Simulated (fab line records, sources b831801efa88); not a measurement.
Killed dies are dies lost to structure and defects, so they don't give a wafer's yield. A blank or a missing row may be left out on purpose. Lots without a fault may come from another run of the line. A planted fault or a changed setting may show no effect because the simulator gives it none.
fab line records | flow sky130
record lots=12 wafers=36 last_day=50
route steps=708 shown METAL3@536 CAPM@538 VIA3@576 PAD_OPEN@708
lots that met no fault: from a run of the same line without faults
start_h: hours from the record's first day to the start of the lot's first wafer shown | wait_h: hours since the lot's step before | " the same as in the row above | L1.1+2: a row that stands for several wafers | - no value, or no start given | * or withheld: withheld | < > ~ a bound
route shown NAME@n: a module of which the file shows steps, and the number in the route of the first | usual: mean/standard deviation of fault-free wafers | same: alike in all rows | chamber/n: place in a boat | sites: the reading at each site | _std_site: their standard deviation | _edge_site: outer sites' mean less inner sites' | radius_mm: how far each site lies from the wafer's centre | mask NAME#n: copy n | behind: the tool/chamber that last shaped the wafer | hold: why the lot was held/for how many hours/how that ended | device: the transistor (n, p or np) that didn't switch | end of line: the same wafers' tests at the end of the route | a step without rows: its recipe alone | killed: dies lost to structure and defects at the first sort, not the wafer's yield | map: a wafer's dies, x killed, . not, _ none there
set.NAME: the setting as run; set.NAME@STEP: as run at that earlier step | model.NAME: the simulator's own value behind a step, which no gauge read
steps of the route over a sample of lots; a table a step, a row a wafer
services: from which hour (start_h, from the record's first day; less than 0 if before it) a tool's chamber was out of use, for how many hours, and why
## steps
# step SKY_METAL3_SPUTTER_04
# recipe material=TiN target_thk_nm=70 power_w=6500 time_s=58.3 chamber_pressure_pa=0.4
# usual throttle_valve_pct=29.7/1.1
# columns lot.wafer tool chamber start_h wait_h throttle_valve_pct
L830.3 pvd_sputter-04 - 850.46 0.0 30.4
L830.4 " - " " 29.7
L830.5 " - " " 27.8
L832.1 pvd_sputter-04 - 861.31 0.0 27.8
L832.3 " - " " 28.5
L832.6 " - " " 28.8
L836.1 pvd_sputter-01 - 903.43 0.0 30.5
L836.3 " - " " 30.4
L836.6 " - " " 31.1
L837.2 pvd_sputter-01 - 913.44 0.0 30.9
L837.4 " - " " 31.0
L837.6 " - " " 30.9
L839.1 pvd_sputter-04 - 931.13 0.0 28.7
L839.3 " - " " 28.0
L839.6 " - " " 28.8
L840.2 pvd_sputter-01 - 931.72 0.0 29.2
L840.4 " - " " 30.7
L840.5 " - " " 30.6
L842.3 pvd_sputter-04 - 951.80 0.0 28.6
L842.4 " - " " 27.7
L842.6 " - " " 27.6
L843.1 pvd_sputter-01 - 952.13 0.0 29.3
L843.4 " - " " 30.7
L843.6 " - " " 29.1
L845.2 pvd_sputter-02 - 961.02 0.0 31.3
L845.4 " - " " 29.5
L845.6 " - " " 31.5
L846.1 pvd_sputter-04 - 966.32 0.0 29.4
L846.2 " - " " 28.6
L846.4 " - " " 28.0
L851.1 pvd_sputter-02 - 1004.32 0.0 28.6
L851.3 " - " " 29.4
L851.6 " - " " 29.2
L852.3 pvd_sputter-04 - 1010.59 0.0 28.7
L852.4 " - " " 27.9
L852.6 " - " " 30.3
# step SKY_CAPM_THK_MEAS_01
# recipe reads=SiO2_of_CAPM_CVD_00
# usual CAPM_CVD_00_THK=15.48/0.23
# columns lot.wafer tool chamber start_h wait_h CAPM_CVD_00_THK[nm]
L830.3 film_metro-01 - 850.56 - 15.46
L830.4 " - " " 15.52
L830.5 " - " " 15.57
L832.1 film_metro-01 - 861.38 - 15.46
L832.3 " - " " 15.71
L832.6 " - " " 15.82
L836.1 film_metro-02 - 903.51 - 15.60
L836.3 " - " " 15.57
L836.6 " - " " 15.92
L837.2 film_metro-02 - 913.54 - 14.81
L837.4 " - " " 15.67
L837.6 " - " " 15.26
L839.1 film_metro-04 - 931.20 - 15.42
L839.3 " - " " 15.32
L839.6 " - " " 15.54
L840.2 film_metro-04 - 931.80 - 15.50
L840.4 " - " " 15.81
L840.5 " - " " 15.69
L842.3 film_metro-02 - 951.89 - 15.53
L842.4 " - " " 15.43
L842.6 " - " " 15.50
L843.1 film_metro-02 - 952.21 - 15.35
L843.4 " - " " 15.48
L843.6 " - " " 15.29
L845.2 film_metro-01 - 961.10 - 15.38
L845.4 " - " " 15.68
L845.6 " - " " 15.40
L846.1 film_metro-01 - 966.39 - 15.41
L846.2 " - " " 15.34
L846.4 " - " " 15.53
L851.1 film_metro-01 - 1004.39 - 15.13
L851.3 " - " " 15.29
L851.6 " - " " 15.35
L852.3 film_metro-04 - 1010.68 - 15.43
L852.4 " - " " 15.66
L852.6 " - " " 15.62
# step SKY_METAL3_ETCH_16
# recipe chemistry=N2/H2 target=BARC ion_energy_ev=200 bias_w=100 pressure_mtorr=30 n2_flow_sccm=100 h2_flow_sccm=200 icp_w=500 stop_on=SiO2 time_s=88.2 target_depth_a=600
# usual drypump_motor_current_A=5.7/0.37 he_backside_leak_sccm=3.34/0.2 oes_product_au=0.626/0.0042 rf_fwd_power_W=496.0/1.7 throttle_valve_pct=13.204/0.0086
# columns lot.wafer tool chamber start_h wait_h drypump_motor_current_A he_backside_leak_sccm oes_product_au rf_fwd_power_W rf_hours_counter_h throttle_valve_pct
L830.3 rie_metal-02 1 902.37 0.0 5.9 3.27 0.628 496.8 - 13.198
L830.4 " 0 " " 5.8 3.58 0.625 494.2 - 13.201
L830.5 " 0 " " 5.8 3.49 0.621 494.2 - 13.188
L832.1 rie_metal-03 1 912.54 0.0 5.7 3.41 0.633 493.1 11 13.215
L832.3 " 1 " " 5.7 3.39 0.633 493.1 - 13.203
L832.6 " 0 " " 6.0 3.20 0.627 494.5 - 13.212
L836.1 rie_metal-01 1 953.08 0.0 4.7 3.32 0.618 493.3 15 13.208
L836.3 " 1 " " 4.7 3.47 0.634 494.0 - 13.209
L836.6 " 1 " " 4.7 3.52 0.629 494.1 - 13.208
L837.2 rie_metal-03 1 961.39 0.0 5.7 3.37 0.630 497.0 13 13.188
L837.4 " 0 " " 6.0 3.36 0.628 499.2 - 13.212
L837.6 " 0 " " 6.0 3.26 0.626 497.9 - 13.214
L839.1 rie_metal-03 0 980.19 0.0 6.0 3.34 0.626 495.3 12 13.204
L839.3 " 0 " " 6.0 3.23 0.627 498.1 - 13.205
L839.6 " 1 " " 5.7 3.29 0.620 495.3 - 13.198
L840.2 rie_metal-03 0 980.54 0.0 6.0 3.19 0.619 497.9 12 13.193
L840.4 " 1 " " 5.7 3.15 0.622 497.2 - 13.196
L840.5 " 1 " " 5.7 3.28 0.626 496.0 - 13.197
L842.3 rie_metal-02 0 1001.24 0.1 5.8 3.62 0.621 496.9 - 13.214
L842.4 " 0 " " 5.8 3.65 0.623 496.0 - 13.203
L842.6 " 0 " " 5.8 3.80 0.629 498.0 - 13.219
L843.1 rie_metal-03 1 1001.29 0.0 5.7 3.22 0.617 575.8 15 13.206
L843.4 " 1 " " 5.7 3.28 0.630 578.2 - 13.214
L843.6 " 0 " " 6.0 3.35 0.629 577.4 - 13.203
L845.2 rie_metal-03 0 1008.34 0.0 6.0 3.13 0.622 576.8 14 13.201
L845.4 " 0 " " 6.0 3.07 0.630 577.4 - 13.206
L845.6 " 0 " " 6.0 3.08 0.632 577.5 - 13.215
L846.1 rie_metal-03 1 1013.63 0.0 5.7 3.22 0.622 575.3 16 13.195
L846.2 " 0 " " 6.0 3.27 0.623 576.2 14 13.209
L846.4 " 0 " " 6.0 3.18 0.621 576.3 - 13.221
L851.1 rie_metal-02 1 1050.69 0.0 5.8 3.24 0.626 495.5 15 13.201
L851.3 " 0 " " 5.8 3.51 0.627 495.7 - 13.203
L851.6 " 1 " " 5.9 3.43 0.628 496.6 - 13.207
L852.3 rie_metal-02 1 1055.97 0.0 5.9 3.25 0.626 497.3 - 13.205
L852.4 " 0 " " 5.8 3.52 0.621 493.1 - 13.201
L852.6 " 0 " " 5.8 3.70 0.625 495.7 - 13.209
# step SKY_VIA3_BOW_MEAS_03
# recipe mode=bow
# usual VIA3_BOW=81/8
# columns lot.wafer tool chamber start_h wait_h VIA3_BOW[um]
L830.3 film_metro-03 - 903.82 0.2 72
L830.4 " - " " 73
L830.5 " - " " 78
L832.1 film_metro-02 - 913.95 0.1 76
L832.3 " - " " 86
L832.6 " - " " 89
L836.1 film_metro-04 - 954.50 0.2 94
L836.3 " - " " 90
L836.6 " - " " 71
L837.2 film_metro-04 - 962.83 0.3 79
L837.4 " - " " 79
L837.6 " - " " 79
L839.1 film_metro-02 - 982.02 0.1 76
L839.3 " - " " 79
L839.6 " - " " 75
L840.2 film_metro-04 - 982.34 0.2 83
L840.4 " - " " 83
L840.5 " - " " 80
L842.3 film_metro-03 - 1002.72 0.1 82
L842.4 " - " " 94
L842.6 " - " " 89
L843.1 film_metro-03 - 1002.89 0.1 75
L843.4 " - " " 89
L843.6 " - " " 76
L845.2 film_metro-04 - 1009.86 0.2 78
L845.4 " - " " 78
L845.6 " - " " 82
L846.1 film_metro-04 - 1015.13 0.1 87
L846.2 " - " " 88
L846.4 " - " " 82
L851.1 film_metro-02 - 1052.11 0.2 86
L851.3 " - " " 94
L851.6 " - " " 96
L852.3 film_metro-03 - 1057.39 0.2 92
L852.4 " - " " 83
L852.6 " - " " 88
# step SKY_PAD_OPEN_PROBE_99
# usual defect_limited_yield=81.8/2 killed_at_M0_to_M3=44/7.5 killed_at_M4_up=3.3/1.8 killed_at_contacts=25/5.9 killed_at_front_end=16/4.7 killed_at_other=0.3/0.52 killed_dies=89/9.9 killed_on_rim=18/3.9 killed_open=49/7.8 killed_short=40/5.8 sort_bin_3_pad_short=0.9/0.43 sort_bin_5_function=10.8/1.5 sort_bin_6_memory=6.4/1.1 sort_n_pass=403/9.9 sort_yield_pct=81.8/2
# same gross_dies=492 killed_at_back_side=0 sort_bin_4_leakage[%]=0 sort_bin_8_speed[%]=0
# columns lot.wafer tool chamber start_h wait_h defect_limited_yield[%] killed_at_M0_to_M3 killed_at_M4_up killed_at_contacts killed_at_front_end killed_at_other killed_dies killed_on_rim killed_open killed_short sort_bin_3_pad_short[%] sort_bin_5_function[%] sort_bin_6_memory[%] sort_n_pass sort_yield_pct[%]
L830.3 prober-01 - 1077.26 0.2 83.9 39 3 21 16 0 79 12 44 35 0.6 10.4 5.1 413 83.9
L830.4 prober-01 - 1077.31 0.2 83.1 44 1 20 17 1 83 19 50 31 0.8 11.4 4.7 409 83.1
L830.5 prober-01 - 1077.36 0.2 83.3 40 2 28 12 0 82 15 45 37 1.0 10.0 5.7 410 83.3
L832.1 prober-01 - 1083.38 0.1 86.2 27 3 17 21 0 68 10 36 32 0 9.3 4.5 424 86.2
L832.3 prober-01 - 1083.48 0.2 80.7 46 2 27 20 0 95 19 52 43 0.8 12.0 6.5 397 80.7
L832.6 prober-01 - 1083.63 0.2 79.3 49 4 29 20 0 102 15 56 45 0.8 13.6 6.3 390 79.3
L836.1 prober-01 - 1119.75 0.1 83.1 39 1 27 16 0 83 21 45 36 0.2 10.8 5.9 409 83.1
L836.3 prober-01 - 1119.85 0.2 80.9 42 3 27 21 1 94 19 45 48 0.4 12.0 6.7 398 80.9
L836.6 prober-01 - 1120.00 0.2 83.5 29 3 28 21 0 81 22 38 43 1.2 8.7 6.5 411 83.5
L837.2 prober-02 - 1123.91 0.1 79.5 55 4 29 13 0 101 15 61 40 0.2 13.4 6.9 391 79.5
L837.4 prober-02 - 1124.01 0.2 81.5 37 4 32 17 1 91 16 49 41 1.6 10.2 6.7 401 81.5
L837.6 prober-02 - 1124.11 0.2 82.1 40 0 32 15 1 88 19 53 34 0.8 10.6 6.5 404 82.1
L840.2 prober-02 - 1141.86 0.1 81.1 41 3 37 12 0 93 19 54 39 0.6 10.2 8.1 399 81.1
L840.4 prober-02 - 1141.96 0.2 82.5 49 1 22 14 0 86 16 44 42 1.2 10.6 5.7 406 82.5
L840.5 prober-02 - 1142.01 0.2 79.9 44 2 36 17 0 99 20 59 40 0.6 10.8 8.7 393 79.9
L839.1 prober-01 - 1142.51 0.1 80.1 41 2 37 18 0 98 15 53 45 0.8 11.2 7.9 394 80.1
L839.3 prober-01 - 1142.61 0.2 76.4 47 1 44 24 0 116 23 70 46 1.4 14.0 8.1 376 76.4
L839.6 prober-01 - 1142.76 0.2 81.3 44 5 26 17 0 92 14 48 44 1.0 10.6 7.1 400 81.3
L842.3 prober-01 - 1157.48 0.2 84.1 36 0 34 8 0 78 17 43 35 0.6 9.3 5.9 414 84.1
L842.4 prober-01 - 1157.53 0.2 81.5 51 2 26 12 0 91 13 49 42 1.6 11.4 5.5 401 81.5
L842.6 prober-01 - 1157.63 0.2 85.6 34 0 23 14 0 71 16 44 26 0.6 9.3 4.5 421 85.6
L843.1 prober-02 - 1157.95 0.1 81.1 54 3 27 9 0 93 17 48 45 0.6 12.4 5.9 399 81.1
L843.4 prober-02 - 1158.10 0.2 80.9 45 4 29 16 0 94 20 55 38 0.6 11.4 7.1 398 80.9
L843.6 prober-02 - 1158.20 0.2 83.5 29 5 33 14 0 81 14 40 40 0.8 9.3 6.3 411 83.5
L845.2 prober-02 - 1163.16 0.1 82.5 42 8 22 14 0 86 16 45 41 1.6 10.2 5.7 406 82.5
L845.4 prober-02 - 1163.26 0.2 82.3 38 5 26 18 0 87 17 46 41 0.8 11.4 5.5 405 82.3
L845.6 prober-02 - 1163.36 0.2 80.1 52 5 20 21 0 98 13 51 47 1.2 12.6 6.1 394 80.1
L846.1 prober-01 - 1165.11 0.1 80.9 54 1 25 14 0 94 14 53 41 1.4 9.1 8.5 398 80.9
L846.2 prober-01 - 1165.16 0.1 79.5 45 4 33 19 0 101 12 57 44 1.0 12.2 7.3 391 79.5
L846.4 prober-01 - 1165.26 0.2 81.9 37 4 27 20 1 89 18 46 43 1.2 10.8 6.1 403 81.9
L851.1 prober-02 - 1195.36 0.1 82.5 43 0 26 17 0 86 14 49 37 0.6 8.5 8.3 406 82.5
L851.3 prober-02 - 1195.46 0.2 82.5 43 2 20 21 0 86 13 44 41 1.4 11.2 4.9 406 82.5
L851.6 prober-02 - 1195.61 0.2 84.3 41 2 17 16 1 77 23 41 35 0.2 10.8 4.7 415 84.3
L852.3 prober-01 - 1197.74 0.2 81.1 47 1 27 18 0 93 20 49 44 1.4 12.0 5.5 399 81.1
L852.4 prober-01 - 1197.79 0.2 86.4 43 3 12 9 0 67 15 39 28 0.6 8.5 4.5 425 86.4
L852.6 prober-01 - 1197.89 0.2 81.1 51 3 25 14 0 93 22 52 41 0.8 12.4 5.7 399 81.1
# killed by level:class
L830.3 VIA1:geometric_particle:open=10 VIA3:geometric_particle:open=9 CONTACT:geometric_particle:open=7 VIA2:geometric_particle:open=7 FIELD_ISO:geometric_particle:short=5 LI_CONTACT:geometric_particle:short=5 METAL1:geometric_particle:short=4 LI_CONTACT:geometric_particle:open=3
L830.4 CONTACT:geometric_particle:open=11 VIA1:geometric_particle:open=9 VIA2:geometric_particle:short=6 VIA2:geometric_particle:open=6 VIA3:geometric_particle:open=5 FIELD_ISO:geometric_particle:short=4 FIELD_ISO:geometric_particle:open=4 POLY_GATE:geometric_particle:open=4
L830.5 CONTACT:geometric_particle:open=9 VIA1:geometric_particle:open=9 VIA2:geometric_particle:open=8 CONTACT:geometric_particle:short=7 VIA1:geometric_particle:short=6 VIA3:geometric_particle:open=5 LI_CONTACT:geometric_particle:open=4 FIELD_ISO:geometric_particle:open=3
L832.1 FIELD_ISO:geometric_particle:short=8 POLY_GATE:geometric_particle:open=6 LI_CONTACT:geometric_particle:open=6 VIA1:geometric_particle:open=6 LOCAL_INTERCONNECT:geometric_particle:short=5 VIA2:geometric_particle:short=5 FIELD_ISO:geometric_particle:open=4 VIA3:geometric_particle:open=4
L832.3 VIA2:geometric_particle:open=10 CONTACT:geometric_particle:open=9 VIA1:geometric_particle:open=9 LI_CONTACT:geometric_particle:open=7 LI_CONTACT:geometric_particle:short=7 VIA1:geometric_particle:short=6 POLY_GATE:geometric_particle:short=5 VIA3:geometric_particle:open=5
L832.6 CONTACT:geometric_particle:open=10 VIA2:geometric_particle:open=9 VIA3:geometric_particle:open=8 FIELD_ISO:geometric_particle:open=7 LI_CONTACT:geometric_particle:open=7 METAL2:geometric_particle:short=7 VIA1:geometric_particle:open=7 METAL3:geometric_particle:short=6
L836.1 VIA1:geometric_particle:open=11 CONTACT:geometric_particle:short=7 LI_CONTACT:geometric_particle:open=6 CONTACT:geometric_particle:open=6 METAL2:geometric_particle:short=6 VIA3:geometric_particle:open=6 METAL2:geometric_particle:open=5 LOCAL_INTERCONNECT:geometric_particle:short=5
L836.3 VIA1:geometric_particle:open=11 LI_CONTACT:geometric_particle:open=11 METAL2:geometric_particle:short=7 FIELD_ISO:geometric_particle:short=6 POLY_GATE:geometric_particle:short=5 CONTACT:geometric_particle:open=5 VIA1:geometric_particle:short=5 VIA3:geometric_particle:short=5
L836.6 LOCAL_INTERCONNECT:geometric_particle:short=11 VIA1:geometric_particle:open=8 CONTACT:geometric_particle:open=6 LI_CONTACT:geometric_particle:open=6 POLY_GATE:geometric_particle:short=5 FIELD_ISO:geometric_particle:short=4 FIELD_ISO:geometric_particle:open=4 POLY_GATE:geometric_particle:open=4
L837.2 VIA1:geometric_particle:open=15 LI_CONTACT:geometric_particle:open=10 VIA2:geometric_particle:open=9 CONTACT:geometric_particle:open=8 CONTACT:geometric_particle:short=6 METAL2:geometric_particle:short=6 VIA3:geometric_particle:open=6 VIA1:geometric_particle:short=5
L837.4 CONTACT:geometric_particle:open=14 VIA1:geometric_particle:open=10 LOCAL_INTERCONNECT:geometric_particle:short=7 METAL1:geometric_particle:short=6 METAL4:geometric_particle:short=4 VIA3:geometric_particle:open=4 POLY_GATE:geometric_particle:open=4 LI_CONTACT:geometric_particle:open=4
L837.6 VIA1:geometric_particle:open=11 CONTACT:geometric_particle:open=10 LI_CONTACT:geometric_particle:open=10 LOCAL_INTERCONNECT:geometric_particle:short=8 POLY_GATE:geometric_particle:open=7 VIA3:geometric_particle:open=6 VIA2:geometric_particle:open=5 METAL1:geometric_particle:short=4
L840.2 CONTACT:geometric_particle:open=12 LI_CONTACT:geometric_particle:open=11 CONTACT:geometric_particle:short=9 VIA1:geometric_particle:open=9 VIA3:geometric_particle:open=7 POLY_GATE:geometric_particle:open=6 LOCAL_INTERCONNECT:geometric_particle:short=4 VIA2:geometric_particle:open=4
L840.4 VIA1:geometric_particle:open=13 CONTACT:geometric_particle:open=8 LI_CONTACT:geometric_particle:open=7 VIA1:geometric_particle:short=7 METAL2:geometric_particle:short=6 VIA3:geometric_particle:open=5 POLY_GATE:geometric_particle:short=4 VIA3:geometric_particle:short=4
L840.5 CONTACT:geometric_particle:open=13 VIA1:geometric_particle:open=13 LI_CONTACT:geometric_particle:open=7 LOCAL_INTERCONNECT:geometric_particle:short=7 VIA3:geometric_particle:open=7 POLY_GATE:geometric_particle:short=5 LI_CONTACT:geometric_particle:short=5 FIELD_ISO:geometric_particle:open=4
L839.1 CONTACT:geometric_particle:open=16 VIA1:geometric_particle:open=10 CONTACT:geometric_particle:short=9 VIA2:geometric_particle:open=7 VIA3:geometric_particle:short=6 FIELD_ISO:geometric_particle:open=5 METAL1:geometric_particle:short=5 METAL2:geometric_particle:short=5
L839.3 LI_CONTACT:geometric_particle:open=15 CONTACT:geometric_particle:open=14 CONTACT:geometric_particle:short=11 METAL1:geometric_particle:short=10 VIA1:geometric_particle:open=10 FIELD_ISO:geometric_particle:open=8 VIA3:geometric_particle:open=7 VIA2:geometric_particle:open=5
L839.6 VIA1:geometric_particle:open=9 CONTACT:geometric_particle:open=9 FIELD_ISO:geometric_particle:short=8 LI_CONTACT:geometric_particle:open=8 VIA2:geometric_particle:open=8 METAL1:geometric_particle:short=7 CONTACT:geometric_particle:short=6 METAL2:geometric_particle:short=6
L842.3 CONTACT:geometric_particle:open=15 VIA1:geometric_particle:open=11 LI_CONTACT:geometric_particle:open=5 CONTACT:geometric_particle:short=5 METAL3:geometric_particle:short=5 LOCAL_INTERCONNECT:geometric_particle:short=4 METAL1:geometric_particle:short=4 FIELD_ISO:geometric_particle:short=3
L842.4 VIA1:geometric_particle:open=10 LI_CONTACT:geometric_particle:open=9 VIA3:geometric_particle:open=7 CONTACT:geometric_particle:open=6 VIA2:geometric_particle:open=6 VIA3:geometric_particle:short=6 LOCAL_INTERCONNECT:geometric_particle:short=5 METAL1:geometric_particle:short=5
L842.6 VIA1:geometric_particle:open=9 CONTACT:geometric_particle:open=8 METAL2:geometric_particle:short=7 LI_CONTACT:geometric_particle:open=5 VIA3:geometric_particle:open=5 POLY_GATE:geometric_particle:open=4 VIA2:geometric_particle:open=4 FIELD_ISO:geometric_particle:open=3
L843.1 CONTACT:geometric_particle:open=11 VIA2:geometric_particle:short=9 VIA3:geometric_particle:open=9 VIA1:geometric_particle:short=7 VIA2:geometric_particle:open=7 FIELD_ISO:geometric_particle:short=6 LI_CONTACT:geometric_particle:open=6 METAL1:geometric_particle:short=6
L843.4 VIA1:geometric_particle:open=14 CONTACT:geometric_particle:open=10 CONTACT:geometric_particle:short=7 VIA2:geometric_particle:open=7 LI_CONTACT:geometric_particle:open=6 VIA3:geometric_particle:open=6 FIELD_ISO:geometric_particle:short=4 VIA1:geometric_particle:short=4
L843.6 CONTACT:geometric_particle:open=10 LI_CONTACT:geometric_particle:open=8 POLY_GATE:geometric_particle:short=7 LOCAL_INTERCONNECT:geometric_particle:short=6 CONTACT:geometric_particle:short=6 VIA2:geometric_particle:open=5 POLY_GATE:geometric_particle:open=5 METAL1:geometric_particle:short=5
L845.2 VIA1:geometric_particle:open=9 CONTACT:geometric_particle:open=8 METAL4:geometric_particle:short=7 VIA2:geometric_particle:open=7 LI_CONTACT:geometric_particle:open=6 METAL3:geometric_particle:short=5 VIA1:geometric_particle:short=4 METAL2:geometric_particle:short=4
L845.4 LI_CONTACT:geometric_particle:open=8 VIA1:geometric_particle:open=8 VIA3:geometric_particle:open=7 CONTACT:geometric_particle:open=6 FIELD_ISO:geometric_particle:short=5 LOCAL_INTERCONNECT:geometric_particle:short=5 CONTACT:geometric_particle:short=5 METAL3:geometric_particle:short=5
L845.6 VIA1:geometric_particle:open=11 VIA2:geometric_particle:short=7 LI_CONTACT:geometric_particle:open=6 CONTACT:geometric_particle:open=6 METAL1:geometric_particle:short=6 POLY_GATE:geometric_particle:short=5 METAL2:geometric_particle:short=5 VIA3:geometric_particle:open=5
L846.1 VIA1:geometric_particle:open=11 CONTACT:geometric_particle:open=9 VIA2:geometric_particle:open=8 VIA3:geometric_particle:open=7 POLY_GATE:geometric_particle:short=6 METAL3:geometric_particle:short=6 LI_CONTACT:geometric_particle:open=5 VIA1:geometric_particle:short=5
L846.2 VIA1:geometric_particle:open=17 LI_CONTACT:geometric_particle:open=12 VIA3:geometric_particle:open=8 LOCAL_INTERCONNECT:geometric_particle:short=6 CONTACT:geometric_particle:open=6 FIELD_ISO:geometric_particle:short=4 FIELD_ISO:geometric_particle:open=4 POLY_GATE:geometric_particle:open=4
L846.4 CONTACT:geometric_particle:open=10 VIA1:geometric_particle:open=10 FIELD_ISO:geometric_particle:short=8 VIA1:geometric_particle:short=6 CONTACT:geometric_particle:short=5 LI_CONTACT:geometric_particle:short=4 LOCAL_INTERCONNECT:geometric_particle:short=4 VIA2:geometric_particle:open=4
L851.1 VIA1:geometric_particle:open=12 VIA2:geometric_particle:open=10 CONTACT:geometric_particle:short=9 CONTACT:geometric_particle:open=7 VIA1:geometric_particle:short=7 LI_CONTACT:geometric_particle:open=6 FIELD_ISO:geometric_particle:open=5 POLY_GATE:geometric_particle:short=5
L851.3 VIA1:geometric_particle:open=13 CONTACT:geometric_particle:open=8 FIELD_ISO:geometric_particle:open=7 VIA1:geometric_particle:short=5 VIA3:geometric_particle:open=5 FIELD_ISO:geometric_particle:short=4 LI_CONTACT:geometric_particle:short=4 METAL1:geometric_particle:short=4
L851.6 VIA1:geometric_particle:open=10 VIA2:geometric_particle:open=8 CONTACT:geometric_particle:open=5 FIELD_ISO:geometric_particle:open=4 POLY_GATE:geometric_particle:short=4 LI_CONTACT:geometric_particle:open=4 METAL2:geometric_particle:short=4 VIA2:geometric_particle:short=4
L852.3 VIA1:geometric_particle:open=14 FIELD_ISO:geometric_particle:short=7 LI_CONTACT:geometric_particle:open=7 METAL1:geometric_particle:short=6 CONTACT:geometric_particle:short=6 CONTACT:geometric_particle:open=6 LOCAL_INTERCONNECT:geometric_particle:short=5 VIA1:geometric_particle:short=5
L852.4 VIA1:geometric_particle:open=10 CONTACT:geometric_particle:open=8 VIA2:geometric_particle:open=7 METAL3:geometric_particle:short=5 VIA1:geometric_particle:short=5 METAL2:geometric_particle:short=5 METAL1:geometric_particle:short=4 VIA3:geometric_particle:open=4
L852.6 VIA2:geometric_particle:open=14 CONTACT:geometric_particle:open=10 VIA3:geometric_particle:open=7 VIA1:geometric_particle:open=6 CONTACT:geometric_particle:short=6 METAL1:geometric_particle:short=5 METAL3:geometric_particle:short=5 FIELD_ISO:geometric_particle:short=4
## services
# columns tool chamber start_h hours kind
pvd_sputter-02 - 845.70 5.3 repair
pvd_sputter-02 - 882.27 3.4 repair
pvd_sputter-04 - 921.83 1.7 repair
pvd_sputter-02 - 933.33 1.2 repair
pvd_sputter-02 - 935.67 5.1 repair
pvd_sputter-04 - 942.29 3.1 repair
rie_metal-01 1 960.72 5.6 repair
rie_metal-02 1 1000.36 3.1 repair
pvd_sputter-01 - 1002.92 2.7 repair
rie_metal-01 0 1023.95 11.3 repair
pvd_sputter-01 - 1052.08 0.5 repair
## key
first_sign step=SKY_METAL3_ETCH_16 reading=rf_fwd_power_W direction=up sigmas=47 usual=496.0 struck=576.8
effect none on later readings
met_at SKY_METAL3_ETCH_16
struck_lots L843,L845,L846
not_acting_at SKY_METAL3_SPUTTER_04,SKY_CAPM_THK_MEAS_01,SKY_VIA3_BOW_MEAS_03
onset_between 980.54 1001.29
fault kind=process_parameter_drift tool=rie_metal-03 chamber=- onset_h=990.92 steps=SKY_METAL3_ETCH_16 channel=icp_w offset=80 shape=step end_h=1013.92 acts_in=these_recipes_only stated=500
